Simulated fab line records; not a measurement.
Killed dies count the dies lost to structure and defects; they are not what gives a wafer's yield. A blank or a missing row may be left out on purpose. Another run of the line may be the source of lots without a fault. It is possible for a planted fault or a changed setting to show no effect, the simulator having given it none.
Chamber matching || flow gf180mcu || GF_V1_CVD_02 on pecvd-01 has 3 sister chambers
The step deposits SiO2 from TEOS, target thk 850 nm, time 94.851 s. 6 wafers are shown with their chamber, then 7 later ones without.

## EACH WAFER AND ITS CHAMBER
{"wafer": "L100.1", "chamber": 1, "heater power w (W)": 621}
{"wafer": "L102.5", "chamber": 1, "heater power w (W)": 512}
{"wafer": "L107.4", "chamber": 2, "heater power w (W)": 681}
{"wafer": "L107.6", "chamber": 0, "heater power w (W)": 508}
{"wafer": "L108.1", "chamber": 2, "heater power w (W)": 744}
{"wafer": "L108.2", "chamber": 0, "heater power w (W)": 622}

## WAFERS WHOSE CHAMBER IS MISSING
{"wafer": "L108.3", "heater power w (W)": 624}
{"wafer": "L109.3", "heater power w (W)": 654}
{"wafer": "L109.5", "heater power w (W)": 600}
{"wafer": "L109.6", "heater power w (W)": 711}
{"wafer": "L116.1", "heater power w (W)": 604}
{"wafer": "L116.3", "heater power w (W)": 648}
{"wafer": "L116.5", "heater power w (W)": 654}

## CHAMBER TAKEN BY EACH
{"wafer": "L108.3", "from the rows above": "can't be placed: 1 or 0 or 2", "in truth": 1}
{"wafer": "L109.3", "from the rows above": "can't be placed: 2 or 1 or 0", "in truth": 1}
{"wafer": "L109.5", "from the rows above": "can't be placed: 1 or 0 or 2", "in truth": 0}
{"wafer": "L109.6", "from the rows above": 2, "in truth": 2}
{"wafer": "L116.1", "from the rows above": "can't be placed: 1 or 0 or 2", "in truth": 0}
{"wafer": "L116.3", "from the rows above": "can't be placed: 2 or 1 or 0", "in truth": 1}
{"wafer": "L116.5", "from the rows above": "can't be placed: 2 or 1 or 0", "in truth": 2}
Correct placement for 1 of the 7. From these rows, 6 cannot be placed; in 6 the true chamber is one of the candidates. 0 placed wrongly.
How it was worked out, from the rows above alone: a wafer's distance from a chamber is the root of the sum, over the readings, of the square of ((its reading less the chamber's mean) divided by the reading's scatter). If the next closest chamber is less than 2 further off than the closest, the wafer can't be placed; otherwise it belongs to the closest. For every chamber, the mean is computed from those of its wafers that are shown. The scatter: take each reading less its chamber's mean, square it, sum over the shown wafers, divide by the number of wafers less the number of chambers, and take the root.
